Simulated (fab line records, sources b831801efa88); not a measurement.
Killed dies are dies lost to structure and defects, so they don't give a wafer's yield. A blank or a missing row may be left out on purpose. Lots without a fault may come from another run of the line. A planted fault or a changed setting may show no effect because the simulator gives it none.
A struck lot beside a sound one | flow sky130 | 16 steps out of a route of 708
Sound: wafers L955.1, L955.2, L955.6. Struck: wafers L965.1, L965.4, L965.6. The cause comes at the end.
At each step with rows: each side's tool, then ch and its chambers, then its first start. Under that, the readings that differ: sound wafers | struck wafers | difference of the means | sigmas: that difference in standard deviations of wafers without a fault.
alike: readings whose means differ by less than 2 such deviations, and words and numbers that are the same on both sides. not compared: withheld readings, readings that some wafer has no value for, bounds like >300 that may hide the same value, and numbers for which the record gives no deviation and whose values overlap.
The two part at a step that has a row with sigmas, a row that says differs or no value, or rows on one side only. Numbers that don't overlap but have no deviation are shown without sigmas and don't part them. A reading that every wafer of one side lacks parts them only if that side has two wafers or more.

SKY_NWELL_RS_MEAS_29: measures by four-point-probe.
  sound on film_metro-02, day 7 20:03; struck on film_metro-02, day 10 06:01
  alike: NWELL_RS
SKY_NWELL_RS_MEAS_31: measures by four-point-probe.
  sound on film_metro-02, day 7 20:17; struck on film_metro-02, day 10 06:15
  alike: PWDE_RS
then, 7 steps without rows for these wafers: SKY_VT_ADJUST_HVTP_DEHYDRATE_00 (time 60 s); SKY_VT_ADJUST_HVTP_HMDS_01 (prime time 60 s); SKY_VT_ADJUST_HVTP_COAT_02 (resist thk 1140 nm); SKY_VT_ADJUST_HVTP_SOFTBAKE_03 (time 60 s); SKY_VT_ADJUST_HVTP_EXPOSE_04 (exposes mask HVTPM, target cd 380 nm); SKY_VT_ADJUST_HVTP_PEB_05; SKY_VT_ADJUST_HVTP_DEVELOP_06 (develop time 60 s).
SKY_VT_ADJUST_HVTP_CD_MEAS_07: target cd 380 nm.
  sound on cd_sem-02, day 8 16:43; struck on cd_sem-02, day 11 05:46
  alike: cd_nm
SKY_VT_ADJUST_HVTP_OVL_MEAS_08:
  sound on overlay-01, day 8 16:50; struck on overlay-02, day 11 05:53
  alike: VT_ADJUST_HVTP_OVL
SKY_VT_ADJUST_HVTP_IMPLANT_09:
  sound on implanter-01 ch 0, day 8 16:52; struck on implanter-03 ch 0, day 11 05:55
  reading            | sound                         | struck                      | difference | sigmas
  dose_ions_cm2      | 4.301e+12 4.299e+12 4.304e+12 | 4.88e+12 4.874e+12 4.88e+12 | +5.77e+11  | +99 or more
  faraday_current_uA | 24.2 24.5 24.1                | 28.3 26.7 27.6              | +3.3       | +7
SKY_VT_ADJUST_HVTP_STRIP_10: strips in O2/N2.
  sound on plasma_asher-04 ch 0,1, day 8 17:01; struck on plasma_asher-01 ch 0,1, day 11 06:04
  alike: drypump_motor_current_A, oes_product_au, strip_time_to_endpoint_s
  not compared: rf_hours_counter_h
SKY_VT_ADJUST_HVTP_TW_MEAS_11:
  sound on film_metro-01, day 8 17:07; struck on film_metro-02, day 11 06:10
  reading           | sound          | struck         | difference | sigmas
  VT_ADJUST_HVTP_TW | 1364 1364 1359 | 1425 1419 1412 | +56        | +5
then, 1 step without rows for these wafers: SKY_VT_ADJUST_LVTN_DEHYDRATE_00 (time 60 s).
-- the record jumps here: 39 days lie between the struck wafers' starts before and after (it left off in module VT_ADJUST_LVTN and takes up again in module PAD_OPEN, whose first step shown is number 708 of the route) --
SKY_PAD_OPEN_PROBE_99:
  sound on prober-01, day 48 14:08; struck on prober-01, day 50 11:11
  reading                                  | sound                | struck               | difference | sigmas
  model.etest.tip_p.rs_ohm_sq              | 6884 6882 6929       | 7449 7422 7460       | +545       |
  model.etest.pfet_01v8.r_on_ohm_um        | 3034 3014 3035       | 3156 3163 3085       | +107       |
  model.etest.pfet_01v8.drive_ua_um        | 182.6 183.7 182      | 167.3 168.4 173.1    | -13.2      |
  model.etest.pfet_01v8_mvt.drive_ua_um    | 148.1 146.5 146.9    | 129.5 128.7 133.9    | -16.5      |
  model.etest.pfet_01v8_hvt.drive_ua_um    | 135.2 136.7 134.7    | 126.5 125.9 130.7    | -7.8       |
  model.etest.pfet_01v8.off_log10_a_um     | -10.19 -10.1 -10.25  | -11.8 -11.89 -11.43  | -1.5       |
  model.etest.pfet_01v8_mvt.off_log10_a_um | -10.86 -10.88 -10.97 | -12.58 -12.54 -12.45 | -1.62      |
  alike: killed_at_M0_to_M3, killed_at_M4_up, killed_at_contacts, killed_at_front_end, killed_at_other, killed_dies, killed_open, killed_short
  not compared: model.etest.sram_pfet_latch.drive_ua_um

WHERE THEY PART
First at SKY_VT_ADJUST_HVTP_IMPLANT_09; last, within this record, at SKY_VT_ADJUST_HVTP_TW_MEAS_11. Later steps at which nothing parts them and some readings are alike: SKY_PAD_OPEN_PROBE_99.

WHY: what the simulator had put in
Process parameter drift: implanter-03, from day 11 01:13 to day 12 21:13, at SKY_VT_ADJUST_HVTP_IMPLANT_09. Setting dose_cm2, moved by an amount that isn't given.
